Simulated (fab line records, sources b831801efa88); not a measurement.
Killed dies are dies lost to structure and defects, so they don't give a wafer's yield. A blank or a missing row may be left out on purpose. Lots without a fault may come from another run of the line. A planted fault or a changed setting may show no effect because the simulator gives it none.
Which tool did it? | flow gf180mcu | 13 lots, 39 wafers sampled, at 5 steps of a route of 602

WHAT THE GAUGES READ, wafer by wafer
GF_VT_IMPLANT_TW_MEAS_21.
lot  | measured     | on            | VT_IMPLANT_2_TW
L592 | day 7 01:26  | film_metro-01 | 1215 1220 1208
L593 | day 7 07:58  | film_metro-04 | 1188 1192 1198
L594 | day 7 15:04  | film_metro-01 | 1213 1206 1218
L595 | day 7 23:41  | film_metro-01 | 1207 1209 1214
L596 | day 8 02:31  | film_metro-04 | 1203 1206 1208
L598 | day 8 18:11  | film_metro-04 | 1202 1199 1195
L600 | day 9 05:42  | film_metro-04 | 1206 1200 1205
L606 | day 10 18:46 | film_metro-04 | 1201 1201 1210
L608 | day 11 07:17 | film_metro-01 | 1220 1217 1214
L609 | day 11 11:26 | film_metro-02 | 1225 1220 1218
L610 | day 11 21:56 | film_metro-01 | 1217 1211 1215
L611 | day 12 01:50 | film_metro-01 | 1212 1210 1210
L612 | day 12 08:04 | film_metro-01 | 1211 1211 1213

GF_HV_LDD_RS_MEAS_53: measures by four-point-probe.
lot  | measured     | on            | HV_LDD_RS (ohm/sq)
L592 | day 13 07:40 | film_metro-03 | 418.2 418.2 419.9
L593 | day 13 18:25 | film_metro-02 | 419.5 419.3 418.2
L594 | day 14 00:38 | film_metro-02 | 419.2 419.6 419.1
L595 | day 14 11:07 | film_metro-03 | 419.2 419.2 417.8
L596 | day 14 20:57 | film_metro-02 | 419.3 419.7 418.5
L598 | day 15 14:06 | film_metro-04 | 414.1 412.2 412.9
L600 | day 16 01:28 | film_metro-02 | 414.2 414.6 414.4
L606 | day 18 05:40 | film_metro-04 | 418.7 417.6 418.1
L608 | day 18 20:24 | film_metro-04 | 417.2 417.8 417.3
L609 | day 19 06:58 | film_metro-03 | 420.4 420.7 420.4
L610 | day 19 18:05 | film_metro-04 | 420.1 420.8 419.3
L611 | day 19 20:38 | film_metro-04 | 419.0 418.5 418.4
L612 | day 20 03:04 | film_metro-04 | 421.3 420.3 421.2

GF_HV_LDD_THK_MEAS_57.
lot  | measured     | on            | HV_LDD_CVD_56_THK (nm)
L592 | day 13 10:17 | film_metro-02 | 89.9 90.0 90.3
L593 | day 13 21:02 | film_metro-04 | 90.4 90.1 90.5
L594 | day 14 03:15 | film_metro-04 | 89.7 90.3 91.1
L595 | day 14 13:44 | film_metro-02 | 90.7 91.2 91.0
L596 | day 15 01:19 | film_metro-02 | 90.3 89.6 90.0
L598 | day 15 17:14 | film_metro-03 | 91.3 91.2 91.1
L600 | day 16 04:05 | film_metro-04 | 90.4 90.1 90.4
L606 | day 18 08:17 | film_metro-04 | 90.2 90.1 90.1
L608 | day 18 23:31 | film_metro-04 | 91.0 91.3 91.3
L609 | day 19 10:48 | film_metro-02 | 89.8 89.7 89.3
L610 | day 19 20:43 | film_metro-03 | 90.8 91.2 90.5
L611 | day 19 23:15 | film_metro-02 | 91.0 90.9 91.2
L612 | day 20 05:41 | film_metro-02 | 90.7 90.3 90.4

WHICH TOOL RAN EACH LOT (tool, then ch and the chambers of the sampled wafers, then the start)
lot  | GF_VT_IMPLANT_RTA_45             | GF_HV_LDD_IMPLANT_36
L592 | rtp_anneal-01 ch 0, day 8 10:01  | implanter-01 ch 0, day 12 10:55
L593 | rtp_anneal-01 ch 0, day 8 18:02  | implanter-01 ch 0, day 12 21:50
L594 | rtp_anneal-02 ch 0, day 8 23:56  | implanter-01 ch 0, day 13 03:38
L595 | rtp_anneal-02 ch 0, day 9 08:37  | implanter-01 ch 0, day 13 13:53
L596 | rtp_anneal-02 ch 0, day 9 12:48  | implanter-01 ch 0, day 13 23:03
L598 | rtp_anneal-01 ch 0, day 10 04:27 | implanter-01 ch 0, day 14 16:26
L600 | rtp_anneal-01 ch 0, day 10 16:46 | implanter-01 ch 0, day 15 02:44
L606 | rtp_anneal-02 ch 0, day 12 07:52 | implanter-01 ch 0, day 17 04:59
L608 | rtp_anneal-01 ch 0, day 12 21:11 | implanter-01 ch 0, day 17 19:53
L609 | rtp_anneal-02 ch 0, day 13 02:25 | implanter-04 ch 0, day 18 06:26
L610 | rtp_anneal-01 ch 0, day 13 13:14 | implanter-04 ch 0, day 18 17:11
L611 | rtp_anneal-02 ch 0, day 13 17:11 | implanter-01 ch 0, day 18 19:54
L612 | rtp_anneal-02 ch 0, day 14 00:31 | implanter-01 ch 0, day 19 01:54
- GF_VT_IMPLANT_RTA_45: time 27.79 s.
- GF_HV_LDD_IMPLANT_36

WHAT THE TOOLS THEMSELVES READ (means of the sampled wafers that have a number; where no wafer has one, the mark that the record gives instead)
GF_VT_IMPLANT_RTA_45.
lot  | tool          | anneal_temp_c_max | lamp_power_pct (%) | wafer_temp_C_max
L592 | rtp_anneal-01 | 1055.8            | 36.3               | 1053.9
L593 | rtp_anneal-01 | 1055.3            | 36.3               | 1054.0
L594 | rtp_anneal-02 | 1053.2            | 39.7               | 1054.7
L595 | rtp_anneal-02 | 1054.1            | 39.8               | 1054.5
L596 | rtp_anneal-02 | 1054.3            | 39.8               | 1053.9
L598 | rtp_anneal-01 | 1055.0            | 36.3               | 1054.6
L600 | rtp_anneal-01 | 1056.7            | 36.3               | 1054.4
L606 | rtp_anneal-02 | 1053.6            | 39.8               | 1055.3
L608 | rtp_anneal-01 | 1055.1            | 36.3               | 1053.6
L609 | rtp_anneal-02 | 1053.7            | 39.8               | 1053.8
L610 | rtp_anneal-01 | 1056.8            | 36.3               | 1054.2
L611 | rtp_anneal-02 | 1053.5            | 39.8               | 1055.1
L612 | rtp_anneal-02 | 1053.2            | 39.8               | 1054.4

GF_HV_LDD_IMPLANT_36.
lot  | tool         | beam_on_s (s) | end_station_pressure_torr (Torr) | faraday_current_uA | rotation_deg (degrees)
L592 | implanter-01 | 9.81          | 5.50e-06                         | 43.1               | 269.96
L593 | implanter-01 | 10.09         | 5.27e-06                         | 41.9               | 269.99
L594 | implanter-01 | 10.27         | 5.12e-06                         | 41.1               | 270.05
L595 | implanter-01 | 10.05         | 4.67e-06                         | 42.1               | 269.98
L596 | implanter-01 | 10.05         | 5.06e-06                         | 42.0               | 270.00
L598 | implanter-01 | 12.89         | 5.04e-06                         | 32.8               | 269.98
L600 | implanter-01 | 12.31         | 4.85e-06                         | 34.3               | 269.96
L606 | implanter-01 | 9.92          | 5.06e-06                         | 42.5               | 270.01
L608 | implanter-01 | 10.04         | 5.21e-06                         | 42.2               | 270.01
L609 | implanter-04 | 10.03         | 5.17e-06                         | 42.2               | 270.00
L610 | implanter-04 | 9.90          | 4.77e-06                         | 42.8               | 270.00
L611 | implanter-01 | 10.00         | 5.13e-06                         | 42.3               | 269.97
L612 | implanter-01 | 10.08         | 5.20e-06                         | 42.0               | 270.01

THE ANSWER, worked out from the rows above alone
Rule: what is usual is taken from the lots themselves. Put in order of their means at a reading, lots are off if they are a third of the lots or fewer, leave a main group of 4 or more, and stand apart from it by a gap of 3 or more times the standard deviation of the main group's means; of several such gaps the widest counts. A main group whose means are all the same, to the digits that the tables above print for the reading, isn't used. A lot without any number at a reading at which 4 lots or more have one is off too. The other lots that the step has rows for count as sound. The gauges are gone through in route order, then the tools' own readings, and for those a lot's mean is taken as printed above. The first step at which some lot is off is used, and at that step the reading that is off furthest; a lot without a number counts as furthest.
Off: L598, L600, at GF_HV_LDD_RS_MEAS_53 (HV_LDD_RS). The main group: mean 419.2 ohm/sq, standard deviation 0.97.
A tool fits if, at a process step before that reading, it ran every lot that is off, and no sound lot after the first of them. The gauges at GF_HV_LDD_RS_MEAS_53 aren't tried: what is off there is off at GF_HV_LDD_IMPLANT_36 too, on other tools, and a gauge's error can't cause that. None of those tried fits.

WHAT THE SIMULATOR HAD PUT IN
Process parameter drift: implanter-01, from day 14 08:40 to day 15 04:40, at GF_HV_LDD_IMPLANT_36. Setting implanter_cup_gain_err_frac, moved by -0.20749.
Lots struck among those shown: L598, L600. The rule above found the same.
